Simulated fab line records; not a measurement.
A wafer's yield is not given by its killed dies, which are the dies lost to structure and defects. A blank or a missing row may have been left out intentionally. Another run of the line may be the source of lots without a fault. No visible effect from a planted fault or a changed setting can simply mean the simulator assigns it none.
Comparing a struck lot with a sound one | flow sky130 | 34 out of 708 route steps
Sound: these wafers, L678.1, L678.5, L678.6. Struck: wafer L662.2 (left out: L662.1, L662.6 of the same lot, which were not struck); the cause appears at the end.
Order at every step that has rows: each side's tool, ch and its chambers, its first start. Under that, the readings that differ: sound wafers | struck wafers | difference of the means | sigmas: that difference in standard deviations of wafers without a fault.
alike: readings with means less than 2 such deviations apart, plus words and numbers identical on both sides. not compared: withheld readings, readings lacking a value on some wafer, bounds such as >300 that could conceal the same value, and numbers that have no deviation in the record and whose values overlap.
The two part at a step that has a row with sigmas, a row that says differs or no value, or rows on one side only. Non-overlapping numbers with no deviation appear without sigmas and do not part them. A reading that every wafer of one side lacks parts them only if that side has two wafers or more.

first, 9 steps without rows for these wafers: SKY_VIA3_DEHYDRATE_04 (time 60 s); SKY_VIA3_HMDS_05 (prime time 60 s); SKY_VIA3_COAT_06 (resist thk 60 nm); SKY_VIA3_COAT_07 (resist thk 450 nm); SKY_VIA3_SOFTBAKE_08 (time 90 s); SKY_VIA3_EXPOSE_09 (exposes mask VIM3, target cd 200 nm); SKY_VIA3_PEB_10; SKY_VIA3_DEVELOP_11 (develop time 60 s); SKY_VIA3_ETCH_14 (etches BARC in N2/H2, stops on SiO2, time 45.9 s, target depth 60 nm).
SKY_VIA3_ETCH_15: etches SiO2 in C4F8/O2/Ar, stops on TiN, target depth 507 nm, time 78 s.
  sound on rieDiel-03 ch 1,2, day 46 12:28; struck on rieDiel-03 ch 3, day 41 16:28
reading             | sound             | struck | difference | sigmas
oesProductAu (a.u.) | 0.950 0.944 0.948 | 0.936  | -0.011     | -2
  not compared: rfHoursCounterH
then, 23 steps without rows for these wafers: SKY_VIA3_STRIP_16 (strips in O2/N2); SKY_VIA3_STRIP_17 (strips in post etch residue remover, time 1200 s); SKY_VIA3_CLEAN_18 (cleans in IPA, time 180 s); SKY_VIA3_CLEAN_19 (cleans in O3/DIW); SKY_VIA3_SPUTTER_20 (material TiN, target thk 20 nm, time 80 s); SKY_VIA3_CVD_21 (deposits W, target thk 390 nm, time 117.31 s); SKY_VIA3_CMP_24 (polishes, stops on SiO2, t overpolish 20 s, target thk 0 nm); SKY_METAL4_SPUTTER_00 (material Ti, target thk 15 nm, time 10 s); SKY_METAL4_SPUTTER_01 (material TiN, target thk 20 nm, time 16.7 s); SKY_METAL4_SPUTTER_02 (material AlCu, target thk 735 nm, time 39.1 s); SKY_METAL4_SPUTTER_03 (material Ti, target thk 5 nm, time 3.3 s); SKY_METAL4_SPUTTER_04 (material TiN, target thk 70 nm, time 58.3 s); SKY_CAP2M_CVD_00 (deposits SiO2, target thk 15.5 nm); SKY_CAP2M_SPUTTER_02 (material TiN, target thk 200 nm, time 166.7 s); SKY_CAP2M_DEHYDRATE_05 (time 60 s); SKY_CAP2M_HMDS_06 (prime time 60 s); SKY_CAP2M_COAT_07 (resist thk 1140 nm); SKY_CAP2M_SOFTBAKE_08 (time 60 s); SKY_CAP2M_EXPOSE_09 (exposes mask CAP2M, target cd 1000 nm); SKY_CAP2M_PEB_10; SKY_CAP2M_DEVELOP_11 (develop time 60 s); SKY_CAP2M_METAL_ETCH_13 (etches TiN in Cl2/BCl3, stops on SiO2, target depth 220 nm, time 62.9 s); SKY_CAP2M_STRIP_14 (strips in O2/N2).
-- the record jumps here: 6 days lie between the struck wafers' starts before and after (it left off in module CAP2M and takes up again in module PAD_OPEN, whose first step shown is number 708 of the route) --
SKY_PAD_OPEN_PROBE_99:
  sound: prober-02 at day 51 06:39; struck: prober-01 at day 47 12:53
reading                               | sound             | struck | difference | sigmas
defectLimitedYield (%)                | 80.9 83.5 82.5    | 71.3   | -11.0      | -6
killed_at_M0_to_M3                    | 45 35 45          | 100    | +58        | +8
killedDies                            | 94 81 86          | 141    | +54        | +6
sort_bin_3_pad_short (%)              | 1.2 1.0 0.8       | 5.5    | +4.5       | +10
sort_bin_5_function (%)               | 11.8 8.9 10.2     | 14.8   | +4.5       | +3
sortNPass                             | 398 411 406       | 351    | -54        | -6
sortYieldPct (%)                      | 80.9 83.5 82.5    | 71.3   | -11.0      | -6
model.etest.tester.sortNPass          | 398 411 406       | 351    | -54        | 
model.etest.tester.sortYieldPct (%)   | 80.89 83.54 82.52 | 71.34  | -10.98     | 
model.etest.tester.sort_bin_5_pct (%) | 11.79 8.943 10.16 | 14.84  | +4.54      | 
model.etest.tester.sort_bin_3_pct (%) | 1.22 1.016 0.813  | 5.488  | +4.472     | 
  alike: killed_at_M4_up, killedAtContacts, killedAtFrontEnd, killedAtOther, killedOpen, killedShort, sort_bin_6_memory

== WHERE THEY PART ==
At SKY_VIA3_ETCH_15 first; at SKY_PAD_OPEN_PROBE_99 last (within this record only).

WHY: the cause the simulator had injected
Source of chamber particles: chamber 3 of rieDiel-03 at SKY_VIA3_ETCH_15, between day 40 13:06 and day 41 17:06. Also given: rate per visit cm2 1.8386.
